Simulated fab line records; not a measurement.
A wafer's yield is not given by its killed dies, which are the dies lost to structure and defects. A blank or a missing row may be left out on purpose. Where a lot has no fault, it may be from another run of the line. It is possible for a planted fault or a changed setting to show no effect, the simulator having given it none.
Which tool did it? / flow sky130 / 12 lots, 36 wafers sampled, at 5 steps of a route of 708

== WHAT EACH GAUGE READ, for each wafer ==
SKY_SONOS_ONO_THK_MEAS_01. Usual: SONOS_ONO_OXIDATION_THK 2.61 nm, standard deviation 0.054.
lot=L495; measured=day 12 06:36; on=film-metro-02; SONOS_ONO_OXIDATION_THK (nm)=2.56 2.62 2.54; flag=
lot=L497; measured=day 13 00:58; on=film-metro-04; SONOS_ONO_OXIDATION_THK (nm)=2.59 2.64 2.59; flag=
lot=L498; measured=day 13 16:00; on=film-metro-04; SONOS_ONO_OXIDATION_THK (nm)=2.58 2.59 2.54; flag=
lot=L499; measured=day 13 17:06; on=film-metro-04; SONOS_ONO_OXIDATION_THK (nm)=2.59 2.66 2.63; flag=
lot=L507; measured=day 16 16:42; on=film-metro-04; SONOS_ONO_OXIDATION_THK (nm)=2.62 2.66 2.65; flag=
lot=L509; measured=day 17 01:40; on=film-metro-03; SONOS_ONO_OXIDATION_THK (nm)=2.55 2.59 2.62; flag=
lot=L510; measured=day 17 06:56; on=film-metro-04; SONOS_ONO_OXIDATION_THK (nm)=2.59 2.68 2.70; flag=
lot=L511; measured=day 17 09:47; on=film-metro-04; SONOS_ONO_OXIDATION_THK (nm)=2.64 2.61 2.63; flag=
lot=L512; measured=day 18 01:31; on=film-metro-04; SONOS_ONO_OXIDATION_THK (nm)=2.70 2.77 2.64; flag=
lot=L513; measured=day 18 10:00; on=film-metro-02; SONOS_ONO_OXIDATION_THK (nm)=2.62 2.70 2.61; flag=
lot=L514; measured=day 18 09:59; on=film-metro-04; SONOS_ONO_OXIDATION_THK (nm)=2.60 2.54 2.61; flag=
lot=L515; measured=day 18 19:04; on=film-metro-03; SONOS_ONO_OXIDATION_THK (nm)=2.56 2.64 2.58; flag=

SKY_SONOS_ONO_THK_MEAS_03. Usual: SONOS_ONO_CVD_02_THK 10.48 nm, standard deviation 0.12.
lot=L495; measured=day 12 08:13; on=film-metro-02; SONOS_ONO_CVD_02_THK (nm)=10.41 10.39 10.50; flag=
lot=L497; measured=day 13 02:31; on=film-metro-02; SONOS_ONO_CVD_02_THK (nm)=10.74 10.40 10.59; flag=
lot=L498; measured=day 13 20:03; on=film-metro-02; SONOS_ONO_CVD_02_THK (nm)=10.32 10.49 10.33; flag=
lot=L499; measured=day 13 20:02; on=film-metro-03; SONOS_ONO_CVD_02_THK (nm)=10.72 10.62 10.79; flag=
lot=L507; measured=day 16 18:48; on=film-metro-02; SONOS_ONO_CVD_02_THK (nm)=10.47 10.45 10.47; flag=
lot=L509; measured=day 17 04:14; on=film-metro-02; SONOS_ONO_CVD_02_THK (nm)=10.20 10.24 10.30; flag=
lot=L510; measured=day 17 08:12; on=film-metro-02; SONOS_ONO_CVD_02_THK (nm)=10.31 10.38 10.50; flag=
lot=L511; measured=day 17 11:25; on=film-metro-04; SONOS_ONO_CVD_02_THK (nm)=10.29 10.36 10.33; flag=
lot=L512; measured=day 18 02:55; on=film-metro-02; SONOS_ONO_CVD_02_THK (nm)=10.44 10.57 10.66; flag=
lot=L513; measured=day 18 13:20; on=film-metro-03; SONOS_ONO_CVD_02_THK (nm)=10.52 10.39 10.56; flag=
lot=L514; measured=day 18 13:19; on=film-metro-02; SONOS_ONO_CVD_02_THK (nm)=10.47 10.52 10.56; flag=
lot=L515; measured=day 18 21:15; on=film-metro-02; SONOS_ONO_CVD_02_THK (nm)=10.44 10.32 10.42; flag=

SKY_SONOS_ONO_THK_MEAS_05. Usual: SONOS_ONO_CVD_04_THK 5.75 nm, standard deviation 0.11.
lot=L495; measured=day 12 09:31; on=film-metro-02; SONOS_ONO_CVD_04_THK (nm)=5.68 5.62 5.60; flag=
lot=L497; measured=day 13 03:50; on=film-metro-02; SONOS_ONO_CVD_04_THK (nm)=6.52 6.51 6.42; flag=OFF
lot=L498; measured=day 13 21:22; on=film-metro-03; SONOS_ONO_CVD_04_THK (nm)=6.37 6.26 6.37; flag=OFF
lot=L499; measured=day 13 21:25; on=film-metro-03; SONOS_ONO_CVD_04_THK (nm)=6.34 6.28 6.34; flag=OFF
lot=L507; measured=day 16 20:07; on=film-metro-02; SONOS_ONO_CVD_04_THK (nm)=5.68 5.68 5.67; flag=
lot=L509; measured=day 17 05:33; on=film-metro-03; SONOS_ONO_CVD_04_THK (nm)=5.67 5.55 5.62; flag=
lot=L510; measured=day 17 09:31; on=film-metro-02; SONOS_ONO_CVD_04_THK (nm)=5.80 5.73 5.74; flag=
lot=L511; measured=day 17 12:43; on=film-metro-02; SONOS_ONO_CVD_04_THK (nm)=5.80 5.76 5.88; flag=
lot=L512; measured=day 18 04:14; on=film-metro-03; SONOS_ONO_CVD_04_THK (nm)=5.59 5.76 5.60; flag=
lot=L513; measured=day 18 14:38; on=film-metro-04; SONOS_ONO_CVD_04_THK (nm)=5.59 5.64 5.67; flag=
lot=L514; measured=day 18 14:38; on=film-metro-03; SONOS_ONO_CVD_04_THK (nm)=5.78 5.72 5.80; flag=
lot=L515; measured=day 18 22:34; on=film-metro-03; SONOS_ONO_CVD_04_THK (nm)=5.77 5.62 5.66; flag=

== WHAT TOOL EACH LOT RAN ON (gives the tool, then ch and the chambers of the sampled wafers, and finally the start) ==
lot=L495; SKY_VT_ADJUST_PCH_STRIP_09=plasma-asher-02 ch 0,1, day 11 04:46; SKY_SONOS_ONO_CVD_04=lpcvd-03 ch 1, day 12 08:16
lot=L497; SKY_VT_ADJUST_PCH_STRIP_09=plasma-asher-03 ch 0,1, day 11 21:04; SKY_SONOS_ONO_CVD_04=lpcvd-03 ch 1, day 13 02:34
lot=L498; SKY_VT_ADJUST_PCH_STRIP_09=plasma-asher-03 ch 0,1, day 12 11:38; SKY_SONOS_ONO_CVD_04=lpcvd-03 ch 0, day 13 20:05
lot=L499; SKY_VT_ADJUST_PCH_STRIP_09=plasma-asher-02 ch 0,1, day 12 13:14; SKY_SONOS_ONO_CVD_04=lpcvd-03 ch 1, day 13 20:05
lot=L507; SKY_VT_ADJUST_PCH_STRIP_09=plasma-asher-04 ch 0, day 15 09:48; SKY_SONOS_ONO_CVD_04=lpcvd-03 ch 0, day 16 18:52
lot=L509; SKY_VT_ADJUST_PCH_STRIP_09=plasma-asher-04 ch 0,1, day 15 16:39; SKY_SONOS_ONO_CVD_04=lpcvd-03 ch 0, day 17 04:18
lot=L510; SKY_VT_ADJUST_PCH_STRIP_09=plasma-asher-04 ch 0,1, day 15 22:55; SKY_SONOS_ONO_CVD_04=lpcvd-03 ch 0, day 17 08:14
lot=L511; SKY_VT_ADJUST_PCH_STRIP_09=plasma-asher-02 ch 0,1, day 16 02:02; SKY_SONOS_ONO_CVD_04=lpcvd-03 ch 0, day 17 11:26
lot=L512; SKY_VT_ADJUST_PCH_STRIP_09=plasma-asher-03 ch 0,1, day 16 15:47; SKY_SONOS_ONO_CVD_04=lpcvd-03 ch 0, day 18 02:58
lot=L513; SKY_VT_ADJUST_PCH_STRIP_09=plasma-asher-03 ch 0,1, day 17 01:16; SKY_SONOS_ONO_CVD_04=lpcvd-03 ch 1, day 18 13:23
lot=L514; SKY_VT_ADJUST_PCH_STRIP_09=plasma-asher-04 ch 0,1, day 17 01:58; SKY_SONOS_ONO_CVD_04=lpcvd-03 ch 0, day 18 13:23
lot=L515; SKY_VT_ADJUST_PCH_STRIP_09=plasma-asher-04 ch 0,1, day 17 08:05; SKY_SONOS_ONO_CVD_04=lpcvd-03 ch 1, day 18 21:19
- SKY_VT_ADJUST_PCH_STRIP_09: strips in O2/N2.
- SKY_SONOS_ONO_CVD_04: deposits SiO2 from SiH4/N2O, target thk 5.7199 nm.

== WHAT THE TOOLS THEMSELVES READ (means of the sampled wafers that have a number; where no wafer has one, the mark that the record gives instead) ==
SKY_VT_ADJUST_PCH_STRIP_09. Usual: chamber-pressure-mTorr 1500.0 mTorr, standard deviation 1.4; drypump-motor-current-A 5.7 A, standard deviation 0.53; oes-product-au 0.723 a.u., standard deviation 0.0044; strip-time-to-endpoint-s 36.94 s, standard deviation 0.12.
lot=L495; tool=plasma-asher-02; chamber-pressure-mTorr (mTorr)=1500.6; drypump-motor-current-A (A)=5.7; oes-product-au (a.u.)=0.722; strip-time-to-endpoint-s (s)=37.18; flag=
lot=L497; tool=plasma-asher-03; chamber-pressure-mTorr (mTorr)=1499.8; drypump-motor-current-A (A)=5.7; oes-product-au (a.u.)=0.724; strip-time-to-endpoint-s (s)=36.79; flag=
lot=L498; tool=plasma-asher-03; chamber-pressure-mTorr (mTorr)=1500.7; drypump-motor-current-A (A)=5.6; oes-product-au (a.u.)=0.721; strip-time-to-endpoint-s (s)=36.94; flag=
lot=L499; tool=plasma-asher-02; chamber-pressure-mTorr (mTorr)=1500.1; drypump-motor-current-A (A)=5.7; oes-product-au (a.u.)=0.721; strip-time-to-endpoint-s (s)=37.04; flag=
lot=L507; tool=plasma-asher-04; chamber-pressure-mTorr (mTorr)=1500.6; drypump-motor-current-A (A)=5.3; oes-product-au (a.u.)=0.723; strip-time-to-endpoint-s (s)=36.91; flag=
lot=L509; tool=plasma-asher-04; chamber-pressure-mTorr (mTorr)=1499.8; drypump-motor-current-A (A)=5.9; oes-product-au (a.u.)=0.723; strip-time-to-endpoint-s (s)=36.80; flag=
lot=L510; tool=plasma-asher-04; chamber-pressure-mTorr (mTorr)=1500.1; drypump-motor-current-A (A)=5.9; oes-product-au (a.u.)=0.719; strip-time-to-endpoint-s (s)=37.04; flag=
lot=L511; tool=plasma-asher-02; chamber-pressure-mTorr (mTorr)=1499.2; drypump-motor-current-A (A)=5.7; oes-product-au (a.u.)=0.721; strip-time-to-endpoint-s (s)=36.77; flag=
lot=L512; tool=plasma-asher-03; chamber-pressure-mTorr (mTorr)=1498.9; drypump-motor-current-A (A)=5.7; oes-product-au (a.u.)=0.725; strip-time-to-endpoint-s (s)=37.02; flag=
lot=L513; tool=plasma-asher-03; chamber-pressure-mTorr (mTorr)=1499.2; drypump-motor-current-A (A)=5.7; oes-product-au (a.u.)=0.726; strip-time-to-endpoint-s (s)=36.83; flag=
lot=L514; tool=plasma-asher-04; chamber-pressure-mTorr (mTorr)=1499.6; drypump-motor-current-A (A)=6.0; oes-product-au (a.u.)=0.725; strip-time-to-endpoint-s (s)=37.16; flag=
lot=L515; tool=plasma-asher-04; chamber-pressure-mTorr (mTorr)=1499.9; drypump-motor-current-A (A)=5.6; oes-product-au (a.u.)=0.724; strip-time-to-endpoint-s (s)=36.93; flag=

SKY_SONOS_ONO_CVD_04. Usual: pressure-mtorr 400.2 mTorr, standard deviation 0.79; spike-tc-bottom-C 917 C, standard deviation 3.5.
lot=L495; tool=lpcvd-03; pressure-mtorr (mTorr)=400.0; spike-tc-bottom-C (C)=914; flag=
lot=L497; tool=lpcvd-03; pressure-mtorr (mTorr)=480.2; spike-tc-bottom-C (C)=914; flag=OFF
lot=L498; tool=lpcvd-03; pressure-mtorr (mTorr)=480.1; spike-tc-bottom-C (C)=921; flag=OFF
lot=L499; tool=lpcvd-03; pressure-mtorr (mTorr)=479.3; spike-tc-bottom-C (C)=914; flag=OFF
lot=L507; tool=lpcvd-03; pressure-mtorr (mTorr)=399.2; spike-tc-bottom-C (C)=922; flag=
lot=L509; tool=lpcvd-03; pressure-mtorr (mTorr)=400.9; spike-tc-bottom-C (C)=921; flag=
lot=L510; tool=lpcvd-03; pressure-mtorr (mTorr)=399.9; spike-tc-bottom-C (C)=920; flag=
lot=L511; tool=lpcvd-03; pressure-mtorr (mTorr)=400.0; spike-tc-bottom-C (C)=920; flag=
lot=L512; tool=lpcvd-03; pressure-mtorr (mTorr)=399.8; spike-tc-bottom-C (C)=920; flag=
lot=L513; tool=lpcvd-03; pressure-mtorr (mTorr)=399.5; spike-tc-bottom-C (C)=914; flag=
lot=L514; tool=lpcvd-03; pressure-mtorr (mTorr)=400.3; spike-tc-bottom-C (C)=920; flag=
lot=L515; tool=lpcvd-03; pressure-mtorr (mTorr)=401.4; spike-tc-bottom-C (C)=914; flag=

== THE ANSWER, worked out from the rows above alone ==
Rule: lot off if the mean of its wafers having a number is beyond 3 standard deviations from the usual mean. Also off: a lot with no number at a reading for which 4 or more lots have one. Any other lot the step has rows for is counted as sound. After the gauges, taken in route order, come the tools' own readings; for these a lot's mean is taken, as printed above. At the first step where some lot is off, the reading lying furthest off is the one used; lots without a number count as furthest.
Off: at SKY_SONOS_ONO_THK_MEAS_05 (SONOS_ONO_CVD_04_THK), L497, L498, L499.
If a tool, at a process step before that reading, ran all the lots that are off and no sound lot after the first of them, it fits. The gauges at SKY_SONOS_ONO_THK_MEAS_05 aren't tried: what is off there is off at SKY_SONOS_ONO_CVD_04 too, on other tools, and a gauge's error can't cause that. No candidate that was tried fits.

== WHAT HAD BEEN PUT IN BY THE SIMULATOR ==
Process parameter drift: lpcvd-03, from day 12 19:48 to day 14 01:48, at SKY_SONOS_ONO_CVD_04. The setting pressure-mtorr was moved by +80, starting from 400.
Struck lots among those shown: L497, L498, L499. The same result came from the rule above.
